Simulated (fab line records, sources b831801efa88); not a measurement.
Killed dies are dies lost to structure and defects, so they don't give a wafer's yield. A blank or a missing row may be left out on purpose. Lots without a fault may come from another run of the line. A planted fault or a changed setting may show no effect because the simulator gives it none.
One fault seen from 2 desks | flow gf180mcu | each desk has only its own numbers; what lay behind them comes last

THE TOOL OWNER'S DESK: cmp-01
The tool's own readings at GF_V1_CMP_04 (polishes SiO2): means of the sampled wafers that have a number, for each lot that ran on this tool. A lot is out of limits, marked OUT, if its mean lies more than 4 standard deviations from the usual mean; the brackets give that distance.
Columns: A = edge_zone_pressure_frac at GF_V1_CMP_04, usual 1.000; B = motor_current_A at GF_V1_CMP_04, usual 11.8 A; C = slurry_flow_ml_min at GF_V1_CMP_04, usual 150.0; D = time_to_endpoint_s at GF_V1_CMP_04, usual 79 s
lot  | first seen here | A     | B    | C     | D
L358 | day 17 18:31    | 1.001 | 12.2 | 150.3 | 77
L359 | day 17 21:24    | 0.996 | 10.5 | 150.1 | 77
L363 | day 19 11:15    | 1.002 | 11.8 | 149.7 | 76
L365 | day 20 05:32    | 1.001 | 10.7 | 150.0 | 78
L374 | day 23 11:09    | 1.000 | 12.1 | 150.2 | 79
L377 | day 24 11:04    | 1.001 | 10.5 | 149.8 | 84
L378 | day 24 15:30    | 1.001 | 11.9 | 149.5 | 75
L379 | day 25 03:25    | 1.003 | 11.4 | 149.9 | 82
This desk's finding: nothing out of limits on any of the 8 lots.

THE METROLOGY DESK
What the gauges read, lot by lot, whatever tool the lot ran on: means of the sampled wafers that have a number. A lot is out of limits, marked OUT, if its mean lies more than 4 standard deviations from the usual mean; the brackets give that distance.
Columns: A = PASSIVATION_CVD_00_THK at GF_PASSIVATION_THK_MEAS_01, usual 1002 nm
lot  | first seen here | A
L357 | day 28 00:29    | 997
L358 | day 28 14:49    | 1008
L359 | day 28 20:37    | 998
L363 | day 30 00:23    | 996
L364 | day 30 13:31    | 1005
L365 | day 30 15:22    | 1003
L372 | day 32 09:53    | 994
L374 | day 33 01:49    | 1000
L377 | day 33 18:43    | 991
L378 | day 33 22:20    | 1013
L379 | day 34 06:26    | 1000
L380 | day 34 12:46    | 994
This desk's finding: nothing out of limits on any of the 12 lots.

PUT TOGETHER
The tool owner's desk saw nothing out of limits.
The metrology desk saw nothing out of limits.

WHAT THE SIMULATOR HAD PUT IN
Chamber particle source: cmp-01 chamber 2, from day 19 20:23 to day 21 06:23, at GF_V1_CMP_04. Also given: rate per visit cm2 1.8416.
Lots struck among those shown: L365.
